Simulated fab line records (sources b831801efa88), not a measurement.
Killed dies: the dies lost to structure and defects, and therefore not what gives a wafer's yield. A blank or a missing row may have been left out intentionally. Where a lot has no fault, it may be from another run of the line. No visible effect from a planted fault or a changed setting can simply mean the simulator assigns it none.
Problem report in the 8D (eight disciplines) form, filled by code -- flow sky130 -- the parts of the form that need people (team, actions taken, sign-off) are left out

1. WHAT IS WRONG
Wafers without a fault read 14.999, standard deviation 0.0049; beam energy keV at SKY_LDD_LDN_IMPLANT_11 reads a mean of 17.430 on 6 wafers belonging to 2 lots. So: +99 or more standard deviations from the usual mean.
Earliest sighting: wafer L458.3 on implanter-04 at day 26 09:07. The record holds 39 wafers of 13 lots with a number at this step. The rule behind "out" and "out of limits": a value lying over 4 standard deviations away from the usual mean. All remaining wafers that have a number are taken as sound.

2. WHAT THIS IS AND IS NOT
question,is,is not
which readings at this step,beam energy keV,-
which lots,"L458, L461","L449, L450, L452, L455, L462, L463, L465, L468, L469, L471, L472"
which wafers of those lots,all that have a number,-
read on which tools,implanter-04,"implanter-02, implanter-03"
when,from day 26 09:07,"up to then (12 sound wafers); but 21 sound wafers of L462, L463, L465, L468, L469, L471, L472 came after"

3. THE SUSPECTS, EACH WITH WHAT RULES IT OUT
Counting: a tool at a process step up to the reading stays a suspect if it ran every lot that is out and no sound lot after the first of them.
- implanter-04 at SKY_LDD_LDN_IMPLANT_11: kept. It ran every lot that is out, first L458 (day 26 09:07), and no sound lot after that; its last sound lot up to then is L455 (day 24 23:52). Its own beam energy keV readings are out on those wafers.
After counting, what remains is implanter-04 at SKY_LDD_LDN_IMPLANT_11.

4. THE CAUSE (what the simulator had put in)
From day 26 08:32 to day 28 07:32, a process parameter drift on implanter-04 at SKY_LDD_LDN_IMPLANT_11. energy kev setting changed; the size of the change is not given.
After counting, this tool was the only one left.

5. THE CHAIN OF EFFECTS, in route order
Rows list readings where the struck wafers' mean (over those with a number) sits beyond 3 standard deviations from the usual. Only readings whose record carries a usual standard deviation are examined. hours: median over the lots of the time between each lot's start at the first step of this table that gives one and its start at this step. sigmas: the change, counted in usual standard deviations.
hours,step,reading,usual,on struck wafers,change,sigmas
0,SKY_LDD_LDN_IMPLANT_11,beam energy keV,14.999,17.430,+2.431,+99 or more
The process steps in it:
- SKY_LDD_LDN_IMPLANT_11
Later steps that measure or inspect, where all struck wafers having a row at the step show a number for every such reading and not one has moved that far: SKY_SPACER_THK_MEAS_01.

6. WHAT WOULD HAVE CAUGHT IT SOONER
In this record the first reading out of limits was taken at day 26 09:07, 1 hour after the fault began at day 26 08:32.
